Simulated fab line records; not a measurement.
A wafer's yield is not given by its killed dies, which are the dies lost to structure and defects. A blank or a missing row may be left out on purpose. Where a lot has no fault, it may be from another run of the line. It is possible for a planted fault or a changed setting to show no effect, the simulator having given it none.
fab line records    flow sky130
[record] lots = 6  wafers = 18  last_day = 50
route steps=708 shown VIA1@460 PAD_OPEN@708
lots untouched by any fault: they come from a run of this same line in which no faults occurred
start_h: hours from the record's first day to the start of the lot's first wafer shown    wait_h: time in hours since the lot's previous step    " the same as in the row above    L1.1+2: one row covering several wafers at once    - no value present, or no start provided    * or withheld: withheld    < > ~ a bound
route shown NAME@n: NAME is a module with steps in the file, n the number in the route of the first one    usual: mean/standard deviation taken from wafers without a fault    same: alike in all rows    chamber/n: place in a boat    sites: the reading at each site    _std_site: how widely they spread, as a standard deviation    _edge_site: inner sites' mean taken away from outer sites' mean    radius_mm: for every site, how far away it sits from the centre of the wafer    mask NAME#n: copy n    behind: the most recent tool/chamber to have shaped the wafer    hold: cause of the lot's hold/its duration in hours/its outcome    device: the n, p or np transistor that did not switch    end of line: the same wafers' tests at the end of the route    a step given without rows: its recipe and nothing more    killed: at the first sort, the dies lost to defects and structure; wafer yield is something else    map: a wafer's dies, x killed, . not, _ none there
set.NAME: the setting the step ran with; set.NAME@STEP: the setting that earlier step ran with    model.NAME: the simulator's own value behind a step, which no gauge read
lots at some steps of the route; a table a step, a row a wafer
services: a tool's chamber out of use, with start hour (start_h, from the record's first day; less than 0 if before it), hours out, and reason
[[steps]]
[step SKY_VIA1_CMP_02]
[recipe] material = SiO2  down_force_psi = 4  platen_rpm = 60  pad_velocity_m_s = 0.94248
[usual] motor_current_A = 12.2/0.94  slurry_flow_ml_min = 150.0/0.46
lot.wafer  tool    chamber  start_h  wait_h  motor_current_A  slurry_flow_ml_min
L845.1     cmp-01  1        826.91   0.1     12.9             151.0
L845.4     "       2        "        "       13.2             150.2
L845.3     "       3        "        "       13.2             150.4
L852.2     cmp-02  0        877.59   0.0     9.6              150.1
L852.5     "       0        "        "       10.4             150.2
L852.6     "       1        "        "       12.8             149.9
L853.1     cmp-02  1        889.57   0.2     11.8             150.2
L853.6     "       2        "        "       11.8             150.5
L853.5     "       3        "        "       12.1             150.1
L856.3     cmp-02  1        903.41   0.1     12.6             149.5
L856.6     "       3        "        "       11.7             149.4
L856.5     "       0        "        "       11.0             150.6
L860.1     cmp-02  0        925.87   0.1     9.9              149.8
L860.2     "       1        "        "       12.7             149.8
L860.6     "       0        "        "       10.2             149.8
L861.2     cmp-02  0        935.60   0.1     10.1             149.4
L861.1     "       1        "        "       12.7             149.8
L861.6     "       2        "        "       11.9             149.6
[step SKY_VIA1_BOW_MEAS_03]
[recipe] mode = bow
[usual] VIA1_BOW = 79/6.9
lot.wafer  tool           chamber  start_h  wait_h  VIA1_BOW[um]
L845.1     film_metro-04  -        827.21   0.2     77
L845.3     "              -        "        "       76
L845.4     "              -        "        "       73
L852.2     film_metro-01  -        877.91   0.3     81
L852.5     "              -        "        "       75
L852.6     "              -        "        "       72
L853.1     film_metro-01  -        889.72   0.1     73
L853.5     "              -        "        "       78
L853.6     "              -        "        "       72
L856.3     film_metro-02  -        903.65   0.2     94
L856.5     "              -        "        "       90
L856.6     "              -        "        "       86
L860.1     film_metro-02  -        926.17   0.2     78
L860.2     "              -        "        "       80
L860.6     "              -        "        "       77
L861.1     film_metro-04  -        935.80   0.1     71
L861.2     "              -        "        "       75
L861.6     "              -        "        "       72
[step SKY_VIA1_DEHYDRATE_04]
[recipe] temp_c = 200  time_s = 60
[step SKY_VIA1_HMDS_05]
[recipe] prime_time_s = 60  prime_temp_c = 120
[step SKY_VIA1_COAT_06]
[recipe] resist = BARC  temp_c = withheld  time_s = withheld  spin_rpm = 3000  resist_thk_nm = 60
[step SKY_VIA1_COAT_07]
[recipe] resist = KrF-thick  spin_rpm = 3000  resist_thk_nm = 450
[step SKY_VIA1_SOFTBAKE_08]
[recipe] temp_c = 100  time_s = 90  resist = KrF-thick
[step SKY_VIA1_EXPOSE_09]
[recipe] mask_id = VIM  na = 0.8  source_shape = annular  sigma_inner = 0.55  sigma_outer = 0.85  target_cd_nm = 150  dose_mj = 38
[step SKY_VIA1_PEB_10]
[recipe] peb_temp_c = withheld  peb_time_s = withheld  resist = KrF-thick
[step SKY_VIA1_DEVELOP_11]
[recipe] develop_time_s = 60  resist = KrF-thick  dev_temp_c = 21
[step SKY_VIA1_CD_MEAS_12]
[recipe] target_cd_nm = 150
[usual] cd_nm = 150.0/1.8
lot.wafer  tool       chamber  start_h  wait_h  cd_nm
L845.1     cd_sem-02  -        853.77   -       148.5
L845.3     "          -        "        "       148.6
L845.4     "          -        "        "       150.8
L852.2     cd_sem-01  -        902.94   -       147.3
L852.5     "          -        "        "       148.1
L852.6     "          -        "        "       147.8
L853.1     cd_sem-02  -        914.67   -       151.8
L853.5     "          -        "        "       151.9
L853.6     "          -        "        "       151.8
L856.3     cd_sem-01  -        928.76   -       148.1
L856.5     "          -        "        "       149.3
L856.6     "          -        "        "       149.8
L860.1     cd_sem-01  -        951.92   -       147.2
L860.2     "          -        "        "       148.2
L860.6     "          -        "        "       147.4
L861.1     cd_sem-01  -        961.77   -       151.8
L861.2     "          -        "        "       149.4
L861.6     "          -        "        "       150.1
[step SKY_VIA1_OVL_MEAS_13]
[usual] VIA1_OVL = -3/6.1
lot.wafer  tool        chamber  start_h  wait_h  VIA1_OVL[nm]
L845.1     overlay-02  -        853.89   0.1     -17
L845.3     "           -        "        "       -11
L845.4     "           -        "        "       -4
L852.2     overlay-02  -        903.04   0.1     -6
L852.5     "           -        "        "       2
L852.6     "           -        "        "       -3
L853.1     overlay-02  -        914.79   0.1     5
L853.5     "           -        "        "       8
L853.6     "           -        "        "       7
L856.3     overlay-02  -        928.85   0.1     -5
L856.5     "           -        "        "       -8
L856.6     "           -        "        "       -1
L860.1     overlay-01  -        952.04   0.1     -2
L860.2     "           -        "        "       3
L860.6     "           -        "        "       -1
L861.1     overlay-01  -        961.89   0.1     -11
L861.2     "           -        "        "       -9
L861.6     "           -        "        "       1
[step SKY_VIA1_ETCH_14]
[recipe] chemistry = N2/H2  target = BARC  ion_energy_ev = 200  source_w = 500  bias_w = 100  pressure_mtorr = 30  n2_flow_sccm = 100  h2_flow_sccm = 200  stop_on = SiO2  time_s = 45.9  target_depth_a = 600
[usual] bias_w = 100.0/0.31  drypump_motor_current_A = 5.8/0.34  oes_product_au = 0.855/0.0052  throttle_valve_pct = 13.225/0.0094
lot.wafer  tool         chamber  start_h  wait_h  bias_w  drypump_motor_current_A  oes_product_au  rf_hours_counter_h  throttle_valve_pct  model.KrF-thick_of_VIA1_COAT_07.thk_nm
L845.1     rie_diel-03  2        853.92   0.0     99.6    5.5                      0.852           9                   13.216              392.3
L845.3     "            0        "        "       100.0   5.7                      0.847           4                   13.226              392.8
L845.4     "            1        "        "       99.9    6.0                      0.854           15                  13.211              392.8
L852.2     rie_diel-03  0        903.07   0.0     100.0   5.7                      0.859           5                   13.225              391.1
L852.5     "            2        "        "       100.1   5.5                      0.851           -                   13.208              390.3
L852.6     "            3        "        "       100.4   5.9                      0.854           -                   13.233              391.5
L853.1     rie_diel-03  3        914.83   0.0     100.4   5.9                      0.866           16                  13.225              394
L853.5     "            0        "        "       100.0   5.6                      0.847           -                   13.229              396.1
L853.6     "            1        "        "       100.0   6.0                      0.850           -                   13.231              394.6
L856.3     rie_diel-03  0        928.88   0.0     100.2   5.6                      0.852           6                   13.235              394.6
L856.5     "            0        "        "       100.5   5.6                      0.854           -                   13.223              396.1
L856.6     "            3        "        "       100.1   5.9                      0.856           -                   13.229              392.9
L860.1     rie_diel-01  0        952.07   0.0     100.0   6.0                      0.848           2                   13.229              391.8
L860.2     "            2        "        "       100.0   5.6                      0.854           8                   13.209              390.4
L860.6     "            1        "        "       100.1   5.5                      0.858           -                   13.232              391.7
L861.1     rie_diel-01  2        961.92   0.0     100.3   5.6                      0.867           8                   13.243              393.5
L861.2     "            1        "        "       100.3   5.5                      0.852           6                   13.242              394.4
L861.6     "            0        "        "       100.3   6.0                      0.856           -                   13.217              394.3
[step SKY_VIA1_ETCH_15]
[recipe] target = SiO2  chemistry = C4F8/O2/Ar  target_depth_nm = 351  stop_on = TiN  mask_material = KrF-thick  source_w = 1500  bias_w = 1200  pressure_mtorr = 40  c4f8_flow_sccm = withheld  O2_flow_sccm = 6  Ar_flow_sccm = 300  time_s = 54
[usual] bias_w = 1200/3.2  oes_product_au = 0.974/0.005
lot.wafer  tool         chamber  start_h  wait_h  bias_w  oes_product_au  rf_hours_counter_h
L845.1     rie_diel-03  2        853.96   0.0     1198    0.978           9
L845.3     "            0        "        "       1204    0.969           4
L845.4     "            1        "        "       1196    0.966           15
L852.2     rie_diel-03  0        903.12   0.0     1203    0.970           5
L852.5     "            2        "        "       1199    0.975           -
L852.6     "            3        "        "       1198    0.982           -
L853.1     rie_diel-03  3        914.87   0.0     1203    0.969           16
L853.5     "            0        "        "       1203    0.970           -
L853.6     "            1        "        "       1203    0.978           -
L856.3     rie_diel-03  0        928.92   0.0     1203    0.970           6
L856.5     "            0        "        "       1194    0.975           -
L856.6     "            3        "        "       1201    0.975           -
L860.1     rie_diel-01  0        952.12   0.0     1199    0.976           2
L860.2     "            2        "        "       1202    0.972           8
L860.6     "            1        "        "       1196    0.971           -
L861.1     rie_diel-01  2        961.96   0.0     1196    0.971           8
L861.2     "            1        "        "       1195    0.977           6
L861.6     "            0        "        "       1199    0.973           -
[step SKY_PAD_OPEN_PROBE_99]
[usual] defect_limited_yield = 82.5/1.9  killed_at_M0_to_M3 = 42/7.2  killed_at_M4_up = 3.5/1.8  killed_at_contacts = 25/5.7  killed_at_front_end = 16/4.6  killed_at_other = 0.2/0.41  killed_dies = 86/9.3  killed_on_rim = 17/3.9  killed_open = 47/6.3  killed_short = 39/5.9  sort_bin_3_pad_short = 0.9/0.44  sort_bin_5_function = 10.3/1.5  sort_bin_6_memory = 6.3/1  sort_n_pass = 406/9.3  sort_yield_pct = 82.5/1.9
[same] gross_dies = 492  killed_at_back_side = 0  sort_bin_4_leakage[%] = 0  sort_bin_8_speed[%] = 0
lot.wafer  tool       chamber  start_h  wait_h  defect_limited_yield[%]  killed_at_M0_to_M3  killed_at_M4_up  killed_at_contacts  killed_at_front_end  killed_at_other  killed_dies  killed_on_rim  killed_open  killed_short  sort_bin_3_pad_short[%]  sort_bin_5_function[%]  sort_bin_6_memory[%]  sort_n_pass  sort_yield_pct[%]
L845.1     prober-02  -        1125.62  0.1     82.9                     43                  5                23                  12                   1                84           20             49           35            0.6                      10.0                    6.5                   408          82.9
L845.3     prober-02  -        1125.72  0.2     81.3                     38                  0                35                  19                   0                92           15             51           41            0.8                      10.8                    7.1                   400          81.3
L845.4     prober-02  -        1125.77  0.2     83.1                     33                  2                28                  20                   0                83           19             50           33            0.4                      11.0                    5.5                   409          83.1
L852.2     prober-01  -        1164.03  0.1     81.1                     52                  2                29                  10                   0                93           23             55           38            1.2                      11.2                    6.5                   399          81.1
L852.5     prober-01  -        1164.18  0.2     83.3                     41                  6                20                  15                   0                82           13             47           35            1.2                      10.2                    5.3                   410          83.3
L852.6     prober-01  -        1164.23  0.2     84.1                     41                  5                18                  14                   0                78           13             44           34            0.8                      10.6                    4.5                   414          84.1
L853.1     prober-02  -        1169.83  0.1     80.3                     52                  3                26                  16                   0                97           17             51           46            0.8                      11.6                    7.3                   395          80.3
L853.5     prober-02  -        1170.03  0.2     79.9                     50                  4                36                  9                    0                99           20             48           51            1.2                      12.8                    6.1                   393          79.9
L853.6     prober-02  -        1170.08  0.2     82.7                     31                  6                26                  22                   0                85           20             45           40            1.8                      10.2                    5.3                   407          82.7
L860.1     prober-01  -        1193.59  0.1     84.1                     31                  3                27                  17                   0                78           20             41           37            0.2                      8.9                     6.7                   414          84.1
L860.2     prober-01  -        1193.64  0.1     81.9                     46                  0                28                  15                   0                89           15             50           39            0.8                      10.8                    6.5                   403          81.9
L860.6     prober-01  -        1193.84  0.2     84.6                     40                  3                23                  10                   0                76           15             45           31            0.8                      8.9                     5.7                   416          84.6
L861.1     prober-02  -        1200.62  0.1     87.4                     29                  3                19                  11                   0                62           11             38           24            0.4                      7.5                     4.7                   430          87.4
L861.2     prober-02  -        1200.67  0.1     85.4                     28                  4                26                  14                   0                72           13             42           30            0.4                      9.1                     5.1                   420          85.4
L861.6     prober-02  -        1200.87  0.2     87.8                     18                  4                22                  16                   0                60           8              34           26            0.4                      7.1                     4.7                   432          87.8
// killed by level:class
L845.1 VIA1:geometric_particle:open=12 CONTACT:geometric_particle:open=9 VIA3:geometric_particle:open=7 VIA2:geometric_particle:open=5 CONTACT:geometric_particle:short=5 LOCAL_INTERCONNECT:geometric_particle:short=4 METAL1:geometric_particle:short=4 METAL4:geometric_particle:short=4
L845.3 CONTACT:geometric_particle:open=19 VIA1:geometric_particle:open=9 FIELD_ISO:geometric_particle:short=8 LI_CONTACT:geometric_particle:short=6 VIA3:geometric_particle:open=5 LI_CONTACT:geometric_particle:open=5 METAL2:geometric_particle:short=5 VIA2:geometric_particle:open=5
L845.4 CONTACT:geometric_particle:open=17 VIA1:geometric_particle:open=13 POLY_GATE:geometric_particle:short=9 LI_CONTACT:geometric_particle:open=6 VIA1:geometric_particle:short=4 POLY_GATE:geometric_particle:open=3 CONTACT:geometric_particle:short=3 METAL1:geometric_particle:short=3
L852.2 LI_CONTACT:geometric_particle:open=13 VIA1:geometric_particle:open=10 VIA3:geometric_particle:open=10 VIA2:geometric_particle:open=8 CONTACT:geometric_particle:open=7 METAL2:geometric_particle:short=6 LOCAL_INTERCONNECT:geometric_particle:short=5 METAL1:geometric_particle:short=4
L852.5 VIA1:geometric_particle:open=13 CONTACT:geometric_particle:open=8 VIA3:geometric_particle:open=7 LOCAL_INTERCONNECT:geometric_particle:short=6 POLY_GATE:geometric_particle:short=4 CONTACT:geometric_particle:short=4 METAL2:geometric_particle:short=4 VIA2:geometric_particle:open=4
L852.6 VIA1:geometric_particle:open=9 VIA2:geometric_particle:open=8 CONTACT:geometric_particle:open=7 METAL2:geometric_particle:short=7 POLY_GATE:geometric_particle:short=5 POLY_GATE:geometric_particle:open=4 VIA3:geometric_particle:open=4 LI_CONTACT:geometric_particle:short=3
L853.1 VIA1:geometric_particle:open=11 LI_CONTACT:geometric_particle:open=9 VIA2:geometric_particle:open=9 POLY_GATE:geometric_particle:short=8 CONTACT:geometric_particle:open=8 VIA3:geometric_particle:open=6 METAL2:geometric_particle:short=6 VIA2:geometric_particle:short=5
L853.5 CONTACT:geometric_particle:open=15 VIA1:geometric_particle:open=9 VIA1:geometric_particle:short=8 LI_CONTACT:geometric_particle:open=6 VIA2:geometric_particle:open=6 LI_CONTACT:geometric_particle:short=5 LOCAL_INTERCONNECT:geometric_particle:short=5 CONTACT:geometric_particle:short=5
L853.6 VIA1:geometric_particle:open=7 METAL1:geometric_particle:short=7 LI_CONTACT:geometric_particle:open=7 FIELD_ISO:geometric_particle:open=6 CONTACT:geometric_particle:short=6 VIA3:geometric_particle:open=6 FIELD_ISO:geometric_particle:short=5 METAL4:geometric_particle:short=5
L860.1 CONTACT:geometric_particle:open=11 LI_CONTACT:geometric_particle:open=8 FIELD_ISO:geometric_particle:short=6 VIA1:geometric_particle:open=6 VIA2:geometric_particle:open=6 METAL2:geometric_particle:short=5 POLY_GATE:geometric_particle:open=4 LOCAL_INTERCONNECT:geometric_particle:short=4
L860.2 VIA1:geometric_particle:open=13 CONTACT:geometric_particle:open=13 VIA3:geometric_particle:open=6 LI_CONTACT:geometric_particle:open=6 METAL1:geometric_particle:short=6 METAL2:geometric_particle:short=6 FIELD_ISO:geometric_particle:short=5 LOCAL_INTERCONNECT:geometric_particle:short=5
L860.6 VIA2:geometric_particle:open=9 LI_CONTACT:geometric_particle:open=8 CONTACT:geometric_particle:open=8 VIA1:geometric_particle:short=6 VIA1:geometric_particle:open=6 VIA3:geometric_particle:open=6 LI_CONTACT:geometric_particle:short=3 METAL1:geometric_particle:short=3
L861.1 VIA1:geometric_particle:open=8 LI_CONTACT:geometric_particle:open=7 CONTACT:geometric_particle:open=5 VIA3:geometric_particle:open=5 FIELD_ISO:geometric_particle:open=4 POLY_GATE:geometric_particle:open=4 LI_CONTACT:geometric_particle:short=4 VIA2:geometric_particle:open=4
L861.2 VIA2:geometric_particle:open=9 LI_CONTACT:geometric_particle:open=8 CONTACT:geometric_particle:short=8 VIA1:geometric_particle:open=8 CONTACT:geometric_particle:open=7 POLY_GATE:geometric_particle:short=6 METAL1:geometric_particle:short=5 FIELD_ISO:geometric_particle:short=4
L861.6 VIA3:geometric_particle:open=7 LI_CONTACT:geometric_particle:open=6 CONTACT:geometric_particle:open=6 FIELD_ISO:geometric_particle:open=4 POLY_GATE:geometric_particle:short=4 LOCAL_INTERCONNECT:geometric_particle:short=4 METAL4:geometric_particle:short=4 LI_CONTACT:geometric_particle:short=3
[[services]]
tool         chamber  start_h  hours  kind
cmp-02       -        808.29   1.1    repair
rie_diel-01  -        809.34   2.8    pm
cmp-02       -        809.55   0.8    repair
rie_diel-01  3        818.62   7.5    repair
cmp-01       -        839.10   0.3    repair
rie_diel-01  0        847.29   -      clean
rie_diel-01  0        847.29   16.5   scheduled_down
rie_diel-01  0        847.29   16.5   vent_cycle
cmp-01       -        912.00   4.0    pm
cmp-01       -        916.00   -      consumable_replace:conditioner
cmp-01       -        916.00   -      consumable_replace:pad
cmp-02       -        920.80   0.6    repair
cmp-01       -        937.08   5.6    pm
cmp-02       -        943.39   1.1    repair
cmp-01       -        955.42   5.7    pm
[[key]]
first_sign none at tools or gauges
[model_effect] step = SKY_VIA1_ETCH_14  value = KrF-thick_of_VIA1_COAT_07.thk_nm  without = 393.2  struck = 395.6
met_at SKY_VIA1_ETCH_14
struck_wafers L853.5,L856.3,L856.5
onset_between 903.07 914.83
[fault] kind = process_parameter_drift  tool = rie_diel-03  chamber = 0  onset_h = 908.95  steps = SKY_VIA1_ETCH_14  channel = ion_energy_ev  offset = -32  shape = step  end_h = 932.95  acts_in = these_recipes_only  stated = 200
